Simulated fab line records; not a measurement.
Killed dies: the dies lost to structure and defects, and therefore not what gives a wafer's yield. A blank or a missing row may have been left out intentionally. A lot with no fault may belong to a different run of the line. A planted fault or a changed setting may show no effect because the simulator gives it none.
One fault through the eyes of 2 desks -- flow gf180mcu -- numbers are kept per desk, each desk with only its own; the story behind them comes last

## METROLOGY DESK
What the gauges read for every lot (on any tool): the sampled wafers with a number, averaged. If a lot's mean is further than 4 standard deviations from the usual mean, the lot is out of limits and carries the mark OUT (the distance appears in the brackets).
Columns: A = cdNm at GF_NSD_CD_MEAS_07, usual 400.1 nm; B = PSD_OVL at GF_PSD_OVL_MEAS_08, usual 0.1 nm
lot,first seen here,A,B
L633,day 13 11:31,399.6,-0.2
L634,day 13 20:35,398.2,2.8
L635,day 13 23:02,402.3,-1.6
L636,day 14 05:55,400.3,1.0
L638,day 15 03:20,405.9,-0.4
L639,day 15 12:02,399.9,-0.3
L640,day 15 17:56,400.1,-0.4
L643,day 16 20:40,399.3,0.2
L646,day 17 16:58,402.4,0.3
L648,day 18 15:19,396.0,-1.6
L649,day 18 23:43,401.2,-1.2
L650,day 19 03:50,401.3,-0.0
L654,day 20 12:02,401.1,0.0
L656,day 21 04:00,396.6,-0.1
This desk's finding: nothing out of limits on any of the 14 lots.

## TOOL OWNER'S DESK, implanter-01
The tool's own readings at GF_PSD_IMPLANT_09: means of the sampled wafers that have a number, for each lot that ran on this tool. If a lot's mean is further than 4 standard deviations from the usual mean, the lot is out of limits and carries the mark OUT (the distance appears in the brackets).
Columns: A = doseIonsCm2 at GF_PSD_IMPLANT_09, usual 1.5e+15; B = faradayCurrentUA at GF_PSD_IMPLANT_09, usual 8248
lot,first seen here,A,B
L635,day 14 20:09,1.5e+15,8316
L643,day 17 19:45,1.5e+15,8168
L648,day 19 15:10,1.6e+15 (+31) OUT,8510
L650,day 20 03:26,1.6e+15 (+32) OUT,8600
This desk finds L648, L650 out of limits, L648 being first, at day 19 15:10 (doseIonsCm2 at GF_PSD_IMPLANT_09). L635, L643: within limits.

## PUT TOGETHER
The tool owner's desk had the chance to raise an alarm at day 19 15:10 on L648, L650.
From the metrology desk's view, nothing was out of limits.
The metrology desk has L648, L650 on record, within its limits.
The lots listed all ran GF_PSD_IMPLANT_09 on implanter-01.

## WHAT THE SIMULATOR HAD PUT IN
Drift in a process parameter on implanter-01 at GF_PSD_IMPLANT_09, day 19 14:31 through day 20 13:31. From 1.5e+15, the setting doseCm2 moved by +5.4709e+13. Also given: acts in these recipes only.
Lots struck among those shown: L648, L650.
Time in hours from fault onset to the first out-of-limits reading at each desk: the tool owner's desk, 1.
